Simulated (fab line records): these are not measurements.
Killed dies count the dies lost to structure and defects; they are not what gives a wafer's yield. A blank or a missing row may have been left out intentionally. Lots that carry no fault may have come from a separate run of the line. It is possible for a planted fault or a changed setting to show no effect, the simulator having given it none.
Which of the tools did it? + flow gf180mcu + Sampling: 7 lots, 21 wafers, 3 of 602 route steps

WHAT THE GAUGES READ, wafer by wafer
GF_HV_LDD_TW_MEAS_11.
| lot  | measured     | on            | HV_LDD_TW      |
|------|--------------|---------------|----------------|
| L480 | day 10 11:32 | film-metro-04 | 2433 2429 2424 |
| L482 | day 10 16:55 | film-metro-04 | 2432 2422 2422 |
| L485 | day 12 05:14 | film-metro-04 | 2452 2438 2437 |
| L487 | day 12 23:56 | film-metro-04 | 2429 2435 2420 |
| L501 | day 16 16:44 | film-metro-02 | 2405 2405 2414 |

EACH LOT AND THE TOOL THAT RAN IT (in order: tool; ch and the chambers of the sampled wafers; start)
| lot  | GF_VT_IMPLANT_STRIP_31               | GF_POLY_GATE_STRIP_14                |
|------|--------------------------------------|--------------------------------------|
| L480 | plasma-asher-03 ch 0,1, day 7 08:14  | plasma-asher-03 ch 0,1, day 9 16:32  |
| L482 | plasma-asher-03 ch 0,1, day 7 13:03  | plasma-asher-01 ch 0,1, day 9 21:03  |
| L485 | plasma-asher-03 ch 0,1, day 8 16:42  | plasma-asher-01 ch 0,1, day 11 05:55 |
| L487 | plasma-asher-03 ch 0,1, day 9 10:22  | plasma-asher-03 ch 0,1, day 12 00:00 |
| L490 | plasma-asher-02 ch 0,1, day 10 00:15 | plasma-asher-01 ch 0,1, day 12 19:46 |
| L492 | plasma-asher-02 ch 0,1, day 10 13:59 | plasma-asher-01 ch 0,1, day 13 05:47 |
| L501 | plasma-asher-02 ch 0,1, day 12 20:02 | plasma-asher-01 ch 0,1, day 15 14:24 |
- GF_VT_IMPLANT_STRIP_31: strips in O2/N2.
- GF_POLY_GATE_STRIP_14: strips in O2/N2.

THE ANSWER, worked out from the rows above alone
Rule: the usual values come from the lots themselves. The widest of any qualifying gaps counts: lots, ordered by their means at a reading, are off when they make up no more than a third of the lots, leave a main group of 4 or more, and stand apart from it by 3 or more times the standard deviation of that group's means. A main group is skipped when, at the precision printed for the reading in the tables above, its means are all equal. A lot without any number at a reading at which 4 lots or more have one is off too. Where the step has rows for the other lots, those lots are counted as sound.
Nothing can be told from this: no lot is off at any reading shown.

WHAT WAS PUT IN BY THE SIMULATOR
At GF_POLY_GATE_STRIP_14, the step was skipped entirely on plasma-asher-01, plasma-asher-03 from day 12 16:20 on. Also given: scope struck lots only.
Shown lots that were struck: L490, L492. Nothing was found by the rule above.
